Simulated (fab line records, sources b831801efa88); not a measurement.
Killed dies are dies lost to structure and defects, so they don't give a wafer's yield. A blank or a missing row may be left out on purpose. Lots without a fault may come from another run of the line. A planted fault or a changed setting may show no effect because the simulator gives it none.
A struck lot beside a sound one | flow gf180mcu | 15 steps out of a route of 602
Sound: wafers L747.3, L747.5, L747.6. Struck: wafers L757.2, L757.3, L757.4. The cause comes at the end.
At each step with rows: each side's tool, then ch and its chambers, then its first start. Under that, the readings that differ: sound wafers | struck wafers | difference of the means | sigmas: that difference in standard deviations of wafers without a fault.
alike: readings whose means differ by less than 2 such deviations, and words and numbers that are the same on both sides. not compared: withheld readings, readings that some wafer has no value for, bounds like >300 that may hide the same value, and numbers for which the record gives no deviation and whose values overlap.
The two part at a step that has a row with sigmas, a row that says differs or no value, or rows on one side only. Numbers that don't overlap but have no deviation are shown without sigmas and don't part them. A reading that every wafer of one side lacks parts them only if that side has two wafers or more.

GF_M1_SPUTTER_04: material TiN, target thk 50 nm, time 41.7 s.
  sound on pvd_sputter-01, day 16 15:47; struck on pvd_sputter-01, day 20 10:33
  alike: throttle_valve_pct
GF_M1_RS_MEAS_05: measures by four-point-probe.
  sound on film_metro-04, day 16 15:52; struck on film_metro-01, day 20 10:37
  alike: M1_ALCU_RS
GF_M1_THK_MEAS_06: measures by xrf.
  sound on film_metro-04, day 16 15:58; struck on film_metro-01, day 20 10:43
  alike: M1_ALCU_THK
then, 7 steps without rows for these wafers: GF_M1_DEHYDRATE_07 (time 60 s); GF_M1_HMDS_08 (prime time 60 s); GF_M1_COAT_09 (resist thk 1000 nm); GF_M1_SOFTBAKE_10 (time 60 s); GF_M1_EXPOSE_11 (exposes mask Metal1, target cd 230 nm); GF_M1_PEB_12 (peb time 90 s); GF_M1_DEVELOP_13 (develop time 60 s).
GF_M1_CD_MEAS_14: target cd 230 nm.
  sound on cd_sem-01, day 17 14:50; struck on cd_sem-02, day 21 10:41
  reading    | sound             | struck            | difference | sigmas
  cd_nm (nm) | 233.0 232.4 232.2 | 229.8 229.6 230.8 | -2.5       | -2
GF_M1_OVL_MEAS_15:
  sound on overlay-01, day 17 14:55; struck on overlay-01, day 21 10:47
  reading     | sound     | struck | difference | sigmas
  M1_OVL (nm) | -8 -14 -7 | 8 7 8  | +17        | +3
GF_M1_METAL_ETCH_16: etches the open film in Cl2/BCl3, stops on SiO2, target depth 627.5 nm, time 104.6 s.
  sound on rie_metal-03 ch 1, day 17 15:01; struck on rie_metal-01 ch 0,1, day 21 10:49
  no value came back on the struck wafers for any of 5 readings (bcl3_flow_sccm (sccm), bias_w (W) and others); on the sound wafers bcl3_flow_sccm (sccm) reads 40.22 40.19 40.05
  reading                             | sound             | struck          | difference | sigmas
  model.KrF_of_M1_COAT_09.thk_nm (nm) | 733.7 733.9 732.1 | 981.7 981.4 981 | +248.1     |
  not compared: rf_hours_counter_h
GF_M1_STRIP_17: strips in O2/N2.
  sound on plasma_asher-01 ch 0,1, day 17 15:13; struck on plasma_asher-01 ch 0,1, day 21 10:55
  reading                      | sound             | struck            | difference | sigmas
  oes_product_au (a.u.)        | 0.558 0.557 0.555 | 0.664 0.659 0.658 | +0.104     | +21
  strip_time_to_endpoint_s (s) | 7.87 7.85 7.85    | 10.17 10.17 10.15 | +2.31      | +58
  alike: drypump_motor_current_A, heater_power_w
  not compared: rf_hours_counter_h
then, 1 step without rows for these wafers: GF_M1_STRIP_18 (strips in post etch residue remover, time 1200 s).

WHERE THEY PART
First at GF_M1_CD_MEAS_14; last, within this record, at GF_M1_STRIP_17.

WHY: what the simulator had put in
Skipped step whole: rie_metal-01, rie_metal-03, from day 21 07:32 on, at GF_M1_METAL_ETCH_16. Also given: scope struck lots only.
